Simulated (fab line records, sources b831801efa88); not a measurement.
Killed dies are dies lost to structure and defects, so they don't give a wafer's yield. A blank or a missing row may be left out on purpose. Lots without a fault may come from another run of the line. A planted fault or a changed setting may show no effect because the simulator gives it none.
Problem report in the 8D (eight disciplines) form, filled by code | flow gf180mcu | the parts of the form that need people (team, actions taken, sign-off) are left out

1. THE PROBLEM
heater_power_total_W at GF_DUAL_GATE_SOFTBAKE_07 reads a mean of 54.13 W on 6 wafers of 2 lots; wafers without a fault read 56.59 W with a standard deviation of 0.045. That is -55 standard deviations from the usual mean.
The step: time 60 s.
First seen on wafer L356.3, day 12 08:47, on litho_track-04. The record holds 36 wafers of 12 lots with a number at this step. Rule for "out", or "out of limits": more than 4 standard deviations from the usual mean. The other wafers with a number count as sound.

2. WHAT IT IS AND WHAT IT IS NOT
question                    | is                                 | is not
which readings at this step | heater_power_total_W, plate_temp_C | -
which lots                  | L356, L358                         | L341, L343, L344, L348, L351, L353, L360, L361, L362, L364
which wafers of those lots  | all that have a number             | -
read on which tools         | litho_track-04                     | litho_track-01, litho_track-03
when                        | from day 12 08:47                  | up to then (18 sound wafers); but 12 sound wafers of L360, L361, L362, L364 came after

3. SUSPECTS, AND WHAT RULES EACH OUT
Counting: a tool at a process step up to the reading stays a suspect if it ran every lot that is out and no sound lot after the first of them.
- litho_track-04 at GF_DUAL_GATE_SOFTBAKE_07 (time 60 s): kept. It ran every lot that is out, first L356 (day 12 08:47), and no sound lot after that; its last sound lot up to then is L348 (day 10 03:43). Its own readings are out on those wafers: heater_power_total_W, plate_temp_C.
Left after counting: litho_track-04 at GF_DUAL_GATE_SOFTBAKE_07.

4. THE CAUSE (what the simulator had put in)
Process parameter drift: litho_track-04, from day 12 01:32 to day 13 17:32, at GF_DUAL_GATE_SOFTBAKE_07. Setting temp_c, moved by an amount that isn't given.
Counting left only this tool.

5. THE CHAIN OF EFFECTS, in route order
Each row: a reading whose mean over the struck wafers that have a number lies more than 3 standard deviations from the usual. Only readings for which the record gives a usual standard deviation are gone through. hours: the time from each lot's start at the first step in this table that gives one to its start at this step, as a median over the lots. sigmas: the change in usual standard deviations.
hours | step                     | reading                  | usual   | on struck wafers | change | sigmas
0     | GF_DUAL_GATE_SOFTBAKE_07 | heater_power_total_W     | 56.59 W | 54.13            | -2.46  | -55
0     | GF_DUAL_GATE_SOFTBAKE_07 | plate_temp_C             | 90.02 C | 87.06            | -2.96  | -25
10    | GF_DUAL_GATE_STRIP_13    | strip_time_to_endpoint_s | 12.61 s | 12.72            | +0.11  | +3.4
The process steps in it:
- GF_DUAL_GATE_SOFTBAKE_07: time 60 s.
- GF_DUAL_GATE_STRIP_13: strips in O2/N2.
Later measuring or inspecting steps at which every struck wafer that the step has a row for has a number for every such reading, and none has moved that far: GF_POLY_GATE_OVL_MEAS_11, GF_HV_LDD_THK_MEAS_57.

6. WHAT WOULD HAVE CAUGHT IT SOONER
In this record the first reading out of limits was taken at day 12 08:47, 7 hours after the fault began at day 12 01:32.
